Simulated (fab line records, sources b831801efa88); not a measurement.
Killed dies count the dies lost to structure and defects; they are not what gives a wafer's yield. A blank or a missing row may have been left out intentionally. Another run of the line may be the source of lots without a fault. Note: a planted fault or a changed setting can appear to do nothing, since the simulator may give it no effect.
Comparing a struck lot with a sound one    flow sky130    43 out of 708 route steps
Sound: these wafers, L839.1, L839.4, L839.6. Wafers struck: L853.3, L853.4, L853.6. Last of all comes the cause.
Each step with rows lists, per side, the tool, then ch with its chambers, then its first start. Under that, the readings that differ: sound wafers    struck wafers    difference of the means    sigmas: that difference in standard deviations of wafers without a fault.
alike: a reading whose means differ by less than 2 such deviations, as well as words and numbers matching on both sides. not compared: withheld readings; readings where some wafer has no value; bounds like >300 that might hide an equal value; numbers whose values overlap and for which the record gives no deviation.
The two part at a step that has a row with sigmas, a row that says differs or no value, or rows on one side only. Numbers that have no deviation but don't overlap get no sigmas and don't part them. A reading that every wafer of one side lacks parts them only if that side has two wafers or more.

SKY_VIA2_OVL_MEAS_13:
  sound: overlay-02 at day 37 10:32; struck: overlay-01 at day 41 18:31
  alike: VIA2_OVL
SKY_VIA2_ETCH_14: etches BARC in N2/H2, stops on SiO2, time 45.9 s, target depth 60 nm.
  sound on rie diel-03 ch 1,2,3, day 37 10:34; struck on rie diel-02 ch 1,3, day 41 18:32
  alike: chamber pressure mTorr, drypump motor current A, oes product au, throttle valve pct
  not compared: rf hours counter h
SKY_VIA2_ETCH_15: etches SiO2 in C4F8/O2/Ar, stops on TiN, target depth 546 nm, time 84 s.
  sound on rie diel-03 ch 1,2,3, day 37 10:37; struck on rie diel-02 ch 1,3, day 41 18:35
  alike: chamber pressure mTorr, oes product au
  not compared: rf hours counter h
then, 6 steps without rows for these wafers: SKY_VIA2_STRIP_16 (strips in O2/N2); SKY_VIA2_STRIP_17 (strips in post etch residue remover, time 1200 s); SKY_VIA2_CLEAN_18 (cleans in IPA, time 180 s); SKY_VIA2_CLEAN_19 (cleans in O3/DIW); SKY_VIA2_SPUTTER_20 (material TiN, target thk 20 nm, time 80 s); SKY_VIA2_CVD_21 (deposits W, target thk 420 nm, time 126.4 s).
SKY_VIA2_RS_MEAS_22: uses a four-point probe to measure.
  sound: film metro-04 at day 37 11:28; struck: film metro-02 at day 41 19:30
  alike: VIA2_W_RS
SKY_VIA2_THK_MEAS_23: measures by xrf.
  sound: film metro-04 at day 37 11:35; struck: film metro-02 at day 41 19:36
reading          sound        struck       difference  sigmas
VIA2_W_THK (nm)  410 413 413  438 435 439  +25         +2
then, 1 step without rows for these wafers: SKY_VIA2_CMP_24 (polishes, stops on SiO2, t overpolish 20 s, target thk 0 nm).
SKY_METAL3_SPUTTER_00: material Ti, target thk 15 nm, time 10 s.
  sound: pvd sputter-04 at day 37 11:56; struck: pvd sputter-01 at day 41 19:56
  alike: throttle valve pct
SKY_METAL3_SPUTTER_01: material TiN, target thk 20 nm, time 16.7 s.
  sound: pvd sputter-04 at day 37 11:58; struck: pvd sputter-01 at day 41 19:58
  alike: throttle valve pct
then, 3 steps without rows for these wafers: SKY_METAL3_SPUTTER_02 (material AlCu, target thk 735 nm, time 39.1 s); SKY_METAL3_SPUTTER_03 (material Ti, target thk 5 nm, time 3.3 s); SKY_METAL3_SPUTTER_04 (material TiN, target thk 70 nm, time 58.3 s).
SKY_CAPM_CVD_00: deposits SiO2, target thk 15.5 nm.
  sound on pecvd-03 ch 0,1,2, day 37 12:05; struck on pecvd-03 ch 0,1,2, day 41 20:05
  alike: heater power w
SKY_CAPM_THK_MEAS_01:
  sound: film metro-02 at day 37 12:07; struck: film metro-03 at day 41 20:08
  alike: CAPM_CVD_00_THK
then, 1 step without rows for these wafers: SKY_CAPM_SPUTTER_02 (material TiN, target thk 200 nm, time 166.7 s).
SKY_CAPM_RS_MEAS_03: uses a four-point probe to measure.
  sound: film metro-03 at day 37 12:17; struck: film metro-03 at day 41 20:19
  alike: CAPM_TIN_RS
SKY_CAPM_THK_MEAS_04: measures by xrf.
  sound: film metro-03 at day 37 12:25; struck: film metro-03 at day 41 20:25
  alike: CAPM_TIN_THK
then, 7 steps without rows for these wafers: SKY_CAPM_DEHYDRATE_05 (time 60 s); SKY_CAPM_HMDS_06 (prime time 60 s); SKY_CAPM_COAT_07 (resist thk 1140 nm); SKY_CAPM_SOFTBAKE_08 (time 60 s); SKY_CAPM_EXPOSE_09 (exposes mask CAPM, target cd 1000 nm); SKY_CAPM_PEB_10; SKY_CAPM_DEVELOP_11 (develop time 60 s).
SKY_CAPM_OVL_MEAS_12:
  sound: overlay-02 at day 38 12:38; struck: overlay-02 at day 42 19:44
  alike: CAPM_OVL
SKY_CAPM_METAL_ETCH_13: etches TiN in Cl2/BCl3, stops on SiO2, target depth 220 nm, time 62.9 s.
  sound on rie metal-01 ch 0,1, day 38 12:40; struck on rie metal-03 ch 0,1, day 42 19:47
  alike: chamber pressure mTorr, drypump motor current A, oes product au, throttle valve pct
  not compared: rf hours counter h
then, 11 steps without rows for these wafers: SKY_CAPM_STRIP_14 (strips in O2/N2); SKY_CAPM_STRIP_15 (strips in post etch residue remover, time 1200 s); SKY_CAPM_CLEAN_16 (cleans in IPA, time 180 s); SKY_CAPM_CLEAN_17 (cleans in O3/DIW); SKY_METAL3_DEHYDRATE_05 (time 60 s); SKY_METAL3_HMDS_06 (prime time 60 s); SKY_METAL3_COAT_07 (resist thk 60 nm); SKY_METAL3_COAT_08 (resist thk 1140 nm); SKY_METAL3_SOFTBAKE_09 (time 90 s); SKY_METAL3_EXPOSE_10 (exposes mask MM3, target cd 300 nm); SKY_METAL3_PEB_11.
-- the record jumps here: 7 days lie between the struck wafers' starts before and after (it left off in module METAL3 and takes up again in module PAD_OPEN, whose first step shown is number 708 of the route) --
SKY_PAD_OPEN_PROBE_99:
  sound: prober-01 at day 46 14:21; struck: prober-02 at day 50 01:05
reading                                sound              struck             difference  sigmas
defect limited yield (%)               83.7 81.9 80.7     76.4 76.8 77.2     -5.3        -3
killed_at_M0_to_M3                     38 49 56           82 74 68           +27         +4
killed dies                            80 89 95           116 114 112        +26         +3
sort_bin_3_pad_short (%)               0.4 1.8 0.8        2.4 2.0 1.4        +0.9        +2
sort_bin_5_function (%)                11.4 10.4 12.2     14.6 14.2 15.4     +3.4        +2
sort n pass                            412 403 397        376 378 380        -26         -3
sort yield pct (%)                     83.7 81.9 80.7     76.4 76.8 77.2     -5.3        -3
model.etest.tester.sort n pass         412 403 397        376 378 380        -26         
model.etest.tester.sort yield pct (%)  83.74 81.91 80.69  76.42 76.83 77.24  -5.28       
model.etest.tester.sort_bin_5_pct (%)  11.38 10.37 12.2   14.63 14.23 15.45  +3.45       
  alike: killed_at_M4_up, killed at contacts, killed at front end, killed at other, killed open, killed short, sort_bin_6_memory
  not compared: model.etest.tester.sort_bin_3_pct

WHERE THEY PART
Last at SKY_PAD_OPEN_PROBE_99 as far as this record goes, first at SKY_VIA2_THK_MEAS_23.

WHY: what the simulator had put in
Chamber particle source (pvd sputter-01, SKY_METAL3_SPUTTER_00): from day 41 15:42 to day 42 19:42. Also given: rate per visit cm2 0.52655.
